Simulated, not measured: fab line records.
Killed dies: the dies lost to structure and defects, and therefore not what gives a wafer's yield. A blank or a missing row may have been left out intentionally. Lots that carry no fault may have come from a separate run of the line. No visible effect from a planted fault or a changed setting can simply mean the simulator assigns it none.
fab line records	flow sfq-line
record lots=15	wafers=45	last-day=86
route steps=325 shown I2@111
lots that met no fault: taken from a fault-free run of the same line
start-h: hours from the record's first day to the start of the lot's first wafer shown	wait-h: hours from the lot's prior step to this one	" the same as in the row above	L1.1+2: a single row standing in for several wafers	- no value, or no start given	* or withheld: withheld	< > ~ a bound
route shown NAME@n: names a module that has steps shown in the file, with the first one's number in the route	usual: mean and standard deviation over wafers with no fault	same: alike in all rows	chamber/n: place in a boat	sites: each site's reading	_std_site: standard deviation of those values	_edge_site: the outer-site mean with the inner-site mean subtracted	radius-mm: how far each site lies from the wafer's centre	mask NAME#n: copy n	behind: the tool/chamber that last shaped the wafer	hold: reason for holding the lot/hours on hold/outcome of the hold	device: the n, p or np transistor that did not switch	end of line: tests run on the same wafers once the route is complete	a step without rows: its recipe alone	killed: count of dies lost to structure and defects at first sort (not the wafer's yield)	map: per-die view of a wafer (x killed, . not killed, _ where there is no die)
set.NAME: the setting the step ran with; set.NAME@STEP: the setting that earlier step ran with	model.NAME: the simulator's own value behind a step, which no gauge read
a sample of lots followed through the steps of the route, with each step as a table and each wafer as a row
## steps
# step SFQ_TRILAYER_I2_VIA_LITHO_PEB_070
# recipe peb-temp-c=115	peb-time-s=60	resist=KrF
# usual heater-power-total-W=79.15/0.072	plate-temp-C=115.02/0.14	resist-line-temp-C=23.02/0.1
lot.wafer	tool	chamber	start-h	wait-h	heater-power-total-W	plate-temp-C	resist-line-temp-C
L143.4	litho-track-04	0	701.00	0.5	79.30	115.14	22.78
L143.5	"	0	"	"	79.15	114.94	23.01
L143.6	"	0	"	"	79.11	114.82	22.94
L144.1	litho-track-03	0	712.92	1.0	79.23	115.20	22.90
L144.2	"	0	"	"	79.16	114.92	22.91
L144.3	"	0	"	"	79.22	115.07	22.86
L145.1	litho-track-03	0	777.88	1.0	79.10	114.98	23.00
L145.2	"	0	"	"	79.05	114.83	22.93
L145.6	"	0	"	"	79.13	115.00	23.06
L147.3	litho-track-02	0	782.73	0.7	79.17	114.86	22.90
L147.4	"	0	"	"	79.15	114.73	22.95
L147.5	"	0	"	"	79.15	115.01	23.02
L148.3	litho-track-03	0	787.53	0.7	79.19	114.77	22.91
L148.4	"	0	"	"	79.20	115.26	22.97
L148.5	"	0	"	"	79.18	115.24	23.09
L151.2	litho-track-02	0	938.91	0.8	79.20	114.94	23.02
L151.3	"	0	"	"	79.06	115.08	23.08
L151.5	"	0	"	"	79.11	114.95	23.05
L152.1	litho-track-02	0	946.21	1.0	79.10	114.96	23.10
L152.3	"	0	"	"	79.15	114.83	22.83
L152.4	"	0	"	"	79.11	114.95	22.91
L153.1	litho-track-03	0	964.21	1.0	79.08	115.25	22.95
L153.3	"	0	"	"	79.17	115.28	23.04
L153.4	"	0	"	"	79.24	115.19	23.01
L154.2	litho-track-04	0	972.63	0.8	79.17	114.92	23.01
L154.5	"	0	"	"	79.21	115.08	23.04
L154.6	"	0	"	"	79.06	115.04	23.06
L160.1	litho-track-03	0	1021.97	1.0	74.86	110.29	23.08
L160.3	"	0	"	"	74.84	110.20	23.01
L160.6	"	0	"	"	74.86	110.08	22.96
L161.1	litho-track-03	0	1030.49	1.0	74.69	110.15	23.12
L161.4	"	0	"	"	74.73	110.36	23.10
L161.5	"	0	"	"	74.86	110.24	23.01
L162.3	litho-track-02	0	1037.74	0.7	79.05	115.01	22.86
L162.4	"	0	"	"	79.20	114.92	23.21
L162.6	"	0	"	"	79.14	115.06	23.05
L163.1	litho-track-03	0	1046.09	1.0	74.84	110.34	22.93
L163.4	"	0	"	"	74.79	110.24	22.81
L163.5	"	0	"	"	74.77	110.12	22.90
L164.2	litho-track-02	0	1056.92	0.8	79.12	115.28	23.09
L164.3	"	0	"	"	79.24	115.00	23.00
L164.5	"	0	"	"	79.16	115.13	23.03
L165.2	litho-track-04	0	1067.72	0.8	79.00	115.08	22.99
L165.4	"	0	"	"	79.08	114.82	23.00
L165.6	"	0	"	"	79.27	114.85	23.09
## key
first-sign step=SFQ_TRILAYER_I2_VIA_LITHO_PEB_070	reading=heater-power-total-W	direction=down	sigmas=60	usual=79.15	struck=74.80
effect step=SFQ_TRILAYER_I2_VIA_LITHO_PEB_070	reading=plate-temp-C	direction=down	sigmas=35	usual=*	struck=*
met-at SFQ_TRILAYER_I2_VIA_LITHO_PEB_070
struck-lots L160,L161,L163
onset-between 964.21 1021.97
fault kind=process-parameter-drift	tool=litho-track-03	chamber=-	onset-h=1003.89	steps=SFQ_TRILAYER_I2_VIA_LITHO_PEB_070	channel=peb-temp-c	offset=*	shape=step	end-h=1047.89	acts-in=*	stated=*
